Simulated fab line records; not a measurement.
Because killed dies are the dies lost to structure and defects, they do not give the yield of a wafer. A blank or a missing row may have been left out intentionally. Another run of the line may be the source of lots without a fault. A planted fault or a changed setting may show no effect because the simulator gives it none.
A struck lot beside a sound one ; flow sky130 ; 15 out of 708 route steps
Sound: the wafers L290.1, L290.4, L290.5. The struck wafers were L298.1, L298.5, L298.6. At the end, the cause is stated.
Order at every step that has rows: each side's tool, ch and its chambers, its first start. Under that, the readings that differ: sound wafers ; struck wafers ; difference of the means ; sigmas: that difference in standard deviations of wafers without a fault.
alike: words and numbers the same on both sides, and readings whose means are apart by under 2 such deviations; not compared: readings that were withheld, readings missing a value for some wafer, numbers with overlapping values and no deviation given by the record, and bounds like >300 which may hide the same value.
Wherever a step has rows on one side only, a row that says differs or no value, or a row with sigmas, the two part there. Numbers that have no deviation but don't overlap get no sigmas and don't part them. A reading missing from all wafers of one side parts the sides only when that side holds two or more wafers.

first, 2 steps without rows for these wafers: SKY_POLY_GATE_CLEAN_19 (cleans in SC1/SC2, time 150 s); SKY_POLY_GATE_OXIDATION_20 (stabilise 600 s, purge 300 s, target thk 4 nm).
SKY_POLY_GATE_THK_MEAS_21:
  sound on film_metro-04, day 17 15:52; struck on film_metro-01, day 21 03:59
  alike: POLY_GATE_OXIDATION_THK
SKY_POLY_GATE_CD_MEAS_22:
  sound on cd_sem-02, day 17 15:56; struck on cd_sem-02, day 21 04:02
  alike: cd_nm
then, 7 steps without rows for these wafers: SKY_LDD_N_DEHYDRATE_00 (time 60 s); SKY_LDD_N_HMDS_01 (prime time 60 s); SKY_LDD_N_COAT_02 (resist thk 300 nm); SKY_LDD_N_SOFTBAKE_03 (time 57.87 s); SKY_LDD_N_EXPOSE_04 (exposes mask NTM, target cd 840 nm); SKY_LDD_N_PEB_05; SKY_LDD_N_DEVELOP_06 (develop time 60 s).
SKY_LDD_N_OVL_MEAS_07:
  sound on overlay-02, day 18 21:59; struck on overlay-01, day 22 10:32
  alike: LDD_N_OVL
SKY_LDD_N_IMPLANT_08:
  sound on implanter-02 ch 0, day 18 22:01; struck on implanter-02 ch 0, day 22 10:34
reading;sound;struck;difference;sigmas
dose_ions_cm2;7.505e+13 7.505e+13 7.509e+13;7.355e+13 7.363e+13 7.372e+13;-1.430e+12;-18
  alike: rotation_deg
then, 1 step without rows for these wafers: SKY_LDD_N_IMPLANT_09.
-- record jumps: 26 days separate the struck wafers' starts on either side; left off in module LDD_N, taken up again in module PAD_OPEN, whose first shown step is the route's number 708 --
SKY_PAD_OPEN_PROBE_99:
  sound on prober-01, day 46 15:55; struck on prober-01, day 48 17:25
  alike: killed_at_M0_to_M3, killed_at_M4_up, killed_at_contacts, killed_at_front_end, killed_at_other, killed_dies, killed_open, killed_short

## WHERE THEY PART
Only at SKY_LDD_N_IMPLANT_08, as far as this record shows. Later steps at which nothing parts them and some readings are alike: SKY_PAD_OPEN_PROBE_99.

WHY: whatever the simulator had introduced
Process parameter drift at SKY_LDD_N_IMPLANT_08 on implanter-02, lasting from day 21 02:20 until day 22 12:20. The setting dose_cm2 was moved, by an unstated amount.
